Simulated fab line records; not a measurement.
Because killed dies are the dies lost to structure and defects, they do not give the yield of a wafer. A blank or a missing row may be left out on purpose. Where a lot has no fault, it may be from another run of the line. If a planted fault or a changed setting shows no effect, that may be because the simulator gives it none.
Which tool was responsible? / flow gf180mcu / 14 lots with 42 wafers sampled at 2 steps, on a route of 602 steps

## WHAT THE GAUGES SHOWED, per wafer
GF_VT_IMPLANT_TW_MEAS_10.
lot=L838; measured=day 5 23:35; on=film metro-04; VT_IMPLANT_TW=549 552 552
lot=L839; measured=day 6 10:13; on=film metro-02; VT_IMPLANT_TW=574 572 578
lot=L841; measured=day 6 14:13; on=film metro-02; VT_IMPLANT_TW=573 574 576
lot=L843; measured=day 7 00:37; on=film metro-03; VT_IMPLANT_TW=556 559 558
lot=L846; measured=day 7 12:41; on=film metro-02; VT_IMPLANT_TW=574 576 574
lot=L847; measured=day 7 21:11; on=film metro-02; VT_IMPLANT_TW=572 574 571
lot=L848; measured=day 8 03:49; on=film metro-03; VT_IMPLANT_TW=556 559 559
lot=L850; measured=day 8 16:19; on=film metro-03; VT_IMPLANT_TW=557 557 557
lot=L851; measured=day 8 22:02; on=film metro-04; VT_IMPLANT_TW=554 553 552
lot=L854; measured=day 9 15:13; on=film metro-04; VT_IMPLANT_TW=551 551 552
lot=L856; measured=day 10 06:19; on=film metro-02; VT_IMPLANT_TW=574 573 573
lot=L858; measured=day 10 17:40; on=film metro-02; VT_IMPLANT_TW=573 573 572
lot=L859; measured=day 10 23:25; on=film metro-03; VT_IMPLANT_TW=561 560 556
lot=L861; measured=day 11 10:34; on=film metro-03; VT_IMPLANT_TW=556 554 554

GF_VT_IMPLANT_OVL_MEAS_18.
lot=L838; measured=day 6 14:44; on=overlay-01; VT_IMPLANT_01_OVL (nm)=-0.2 1.0 -0.7
lot=L839; measured=day 7 00:26; on=overlay-01; VT_IMPLANT_01_OVL (nm)=0.4 0.0 -0.1
lot=L841; measured=day 7 04:35; on=overlay-02; VT_IMPLANT_01_OVL (nm)=-0.3 1.6 0.3
lot=L843; measured=day 7 16:07; on=overlay-01; VT_IMPLANT_01_OVL (nm)=0.3 -0.1 -1.3
lot=L846; measured=day 8 04:47; on=overlay-02; VT_IMPLANT_01_OVL (nm)=-0.8 0.4 -0.5
lot=L847; measured=day 8 13:53; on=overlay-01; VT_IMPLANT_01_OVL (nm)=-0.5 -0.2 0.0
lot=L848; measured=day 8 20:11; on=overlay-01; VT_IMPLANT_01_OVL (nm)=1.9 1.7 1.4
lot=L850; measured=day 9 09:26; on=overlay-02; VT_IMPLANT_01_OVL (nm)=1.9 3.8 3.7
lot=L851; measured=day 9 14:38; on=overlay-01; VT_IMPLANT_01_OVL (nm)=0.1 1.5 1.9
lot=L854; measured=day 10 08:14; on=overlay-02; VT_IMPLANT_01_OVL (nm)=-0.9 -1.4 -1.0
lot=L856; measured=day 10 23:31; on=overlay-01; VT_IMPLANT_01_OVL (nm)=1.8 0.8 1.3
lot=L858; measured=day 11 12:10; on=overlay-01; VT_IMPLANT_01_OVL (nm)=0.6 2.1 3.3
lot=L859; measured=day 11 17:34; on=overlay-01; VT_IMPLANT_01_OVL (nm)=-0.4 0.0 0.3
lot=L861; measured=day 12 05:19; on=overlay-01; VT_IMPLANT_01_OVL (nm)=1.9 2.3 1.7

## WHICH TOOL RAN EACH LOT (tool, then ch and the chambers of the sampled wafers, then the start)
The record holds no process step before these readings.

## WHAT THE TOOLS THEMSELVES READ (means of the sampled wafers that have a number; where no wafer has one, the mark that the record gives instead)
The record holds no such reading with a usual standard deviation.

## THE ANSWER, worked out from the rows above alone
Rule: what is usual is taken from the lots themselves. The widest of any qualifying gaps counts: lots, ordered by their means at a reading, are off when they make up no more than a third of the lots, leave a main group of 4 or more, and stand apart from it by 3 or more times the standard deviation of that group's means. If all means in a main group match to the digits the tables above print for the reading, that group is not used. A lot without any number at a reading at which 4 lots or more have one is off too. All remaining lots with rows at the step are treated as sound. The gauges are gone through in route order, then the tools' own readings, and for those a lot's mean is taken as printed above. At the first step where some lot is off, the reading lying furthest off is the one used; lots without a number count as furthest.
Nothing can be told from this: no lot is off at any reading shown.

## WHAT WAS PUT IN BY THE SIMULATOR
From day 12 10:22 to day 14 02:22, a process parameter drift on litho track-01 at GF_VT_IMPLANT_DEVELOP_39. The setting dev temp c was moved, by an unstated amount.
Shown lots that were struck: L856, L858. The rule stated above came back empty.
